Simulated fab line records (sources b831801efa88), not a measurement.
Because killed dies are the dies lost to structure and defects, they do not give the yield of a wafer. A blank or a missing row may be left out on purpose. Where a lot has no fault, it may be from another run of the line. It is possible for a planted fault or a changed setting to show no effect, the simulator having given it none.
A struck lot beside a sound one + flow sfqLine + 20 steps out of a route of 325
Sound: the wafers L101.1, L101.5, L101.6. Wafers L109.1, L109.2, L109.5 were the ones struck. At the end, the cause is stated.
Each step with rows lists, per side, the tool, then ch with its chambers, then its first start. Under that, the readings that differ: sound wafers + struck wafers + difference of the means + sigmas: that difference in standard deviations of wafers without a fault.
alike: readings whose means differ by less than 2 such deviations, and words and numbers that are the same on both sides. not compared: withheld readings, readings that some wafer has no value for, bounds like >300 that may hide the same value, and numbers for which the record gives no deviation and whose values overlap.
A row with sigmas, a row that says differs or no value, or rows on one side alone: a step with any of these is where the two part. Non-overlapping numbers with no deviation appear without sigmas and do not part them. A reading that every wafer of one side lacks parts them only if that side has two wafers or more.

first, 3 steps without rows for these wafers: SFQ_TRILAYER_I6_VIA_LITHO_EXPOSE_170 (exposes mask I6, target cd 700 nm); SFQ_TRILAYER_I6_VIA_LITHO_PEB_172 (peb time 60 s); SFQ_TRILAYER_I6_VIA_LITHO_DEVELOP_171 (time 60 s).
SFQ_I6_OVL_MEAS_942:
  sound: overlay-02 at day 78 12:58; struck: overlay-02 at day 83 00:12
  alike: I6_OVL
SFQ_TRILAYER_I6_VIA_BARC_OPEN_VIA_ETCH_235: etches BARC in O2, target depth 125 nm, time 41.7 s.
  sound on rieDiel-04 ch 0,1, day 78 12:59; struck on rieDiel-03 ch 0,1, day 83 00:14
  alike: chamberPressureMTorr, drypumpMotorCurrentA, oesProductAu
  not compared: rfHoursCounterH
SFQ_TRILAYER_I6_VIA_ETCH_VIA_ETCH_172: etches SiO2 in CHF3, stops on Nb, target depth 260 nm.
  sound on rieDiel-04 ch 0,1, day 78 13:02; struck on rieDiel-03 ch 0,1, day 83 00:17
| reading             | sound             | struck            | difference | sigmas |
|---------------------|-------------------|-------------------|------------|--------|
| oesProductAu (a.u.) | 0.866 0.866 0.861 | 0.843 0.853 0.853 | -0.015     | -3     |
  alike: chamberPressureMTorr, drypumpMotorCurrentA
SFQ_TRILAYER_I6_VIA_STRIP_STRIP_173: strips in O2.
  sound on rieMetal-04 ch 0,1, day 78 13:09; struck on rieMetal-01 ch 0,1, day 83 00:23
  alike: chamberPressureMTorr, drypumpMotorCurrentA, heBacksideLeakSccm, oesProductAu
  not compared: rfHoursCounterH
then, 2 steps without rows for these wafers: SFQ_TRILAYER_I6_VIA_STRIP_SOLV_CLEAN_174 (cleans in NMP, time 600 s); SFQ_TRILAYER_M7_DEP_PRE_CLEAN_176 (time 22.5 s).
SFQ_TRILAYER_M7_DEP_SPUTTER_175: material Nb, target thk 200 nm, time 133.3 s.
  sound: pvdSputter-03 at day 78 13:57; struck: pvdSputter-05 at day 83 01:12
  alike: basePressurePa, throttleValvePct
SFQ_M7_RS_MEAS_943: measures by four-point-probe.
  sound: filmMetro-03 at day 78 14:02; struck: filmMetro-03 at day 83 01:17
  alike: M7_NB_RS
SFQ_TRILAYER_M7_LITHO_COAT_182: resist thk 62 nm.
  sound on lithoTrack-03 ch 0, day 78 14:13; struck on lithoTrack-01 ch 0, day 83 01:28
| reading                                             | sound                | struck               | difference | sigmas      |
|-----------------------------------------------------|----------------------|----------------------|------------|-------------|
| spinSpeedRpm (rpm)                                  | 3000.9 2997.5 2998.2 | 2554.3 2560.4 2559.2 | -440.9     | -99 or more |
| model.BARC_of_TRILAYER_M7_LITHO_COAT_182.thkNm (nm) | 62.08 62.13 62.19    | 67.32 67.2 67.27     | +5.13      |             |
  alike: chillPlateTempC
then, 5 steps without rows for these wafers: SFQ_TRILAYER_M7_LITHO_COAT_177 (resist thk 600 nm); SFQ_TRILAYER_M7_LITHO_SOFTBAKE_181; SFQ_TRILAYER_M7_LITHO_EXPOSE_178 (exposes mask M7, target cd 500 nm); SFQ_TRILAYER_M7_LITHO_PEB_180 (peb time 60 s); SFQ_TRILAYER_M7_LITHO_DEVELOP_179 (time 60 s).
-- the record jumps here: 4 days lie between the struck wafers' starts before and after --
SFQ_M7_OVL_MEAS_945:
  sound: overlay-01 at day 82 11:00; struck: overlay-01 at day 87 02:39
  alike: M7_OVL
SFQ_TRILAYER_M7_BARC_OPEN_METAL_ETCH_229: etches BARC in O2, target depth 125 nm, time 41.7 s.
  sound on rieMetal-04 ch 0,1, day 82 11:02; struck on rieMetal-02 ch 0,1, day 87 02:41
| reading                 | sound             | struck            | difference | sigmas |
|-------------------------|-------------------|-------------------|------------|--------|
| oesProductAu (a.u.)     | 0.690 0.687 0.682 | 0.717 0.711 0.710 | +0.026     | +6     |
| model.etch.depthNm (nm) | 62.08 62.13 62.19 | 67.32 67.2 67.27  | +5.13      |        |
  alike: chamberPressureMTorr, drypumpMotorCurrentA, heBacksideLeakSccm
  not compared: rfHoursCounterH
SFQ_TRILAYER_M7_ETCH_METAL_ETCH_180: etches Nb in Cl2/Ar, stops on SiO2, target depth 240 nm, time 120 s.
  sound on rieMetal-04 ch 0,1, day 82 11:06; struck on rieMetal-02 ch 0,1, day 87 02:45
  alike: chamberPressureMTorr, drypumpMotorCurrentA, heBacksideLeakSccm, oesProductAu
  not compared: rfHoursCounterH

== WHERE THEY PART ==
Last at SFQ_TRILAYER_M7_BARC_OPEN_METAL_ETCH_229 as far as this record goes, first at SFQ_TRILAYER_I6_VIA_ETCH_VIA_ETCH_172. Later steps at which nothing parts them and some readings are alike: SFQ_TRILAYER_M7_ETCH_METAL_ETCH_180.

WHY: the cause the simulator had injected
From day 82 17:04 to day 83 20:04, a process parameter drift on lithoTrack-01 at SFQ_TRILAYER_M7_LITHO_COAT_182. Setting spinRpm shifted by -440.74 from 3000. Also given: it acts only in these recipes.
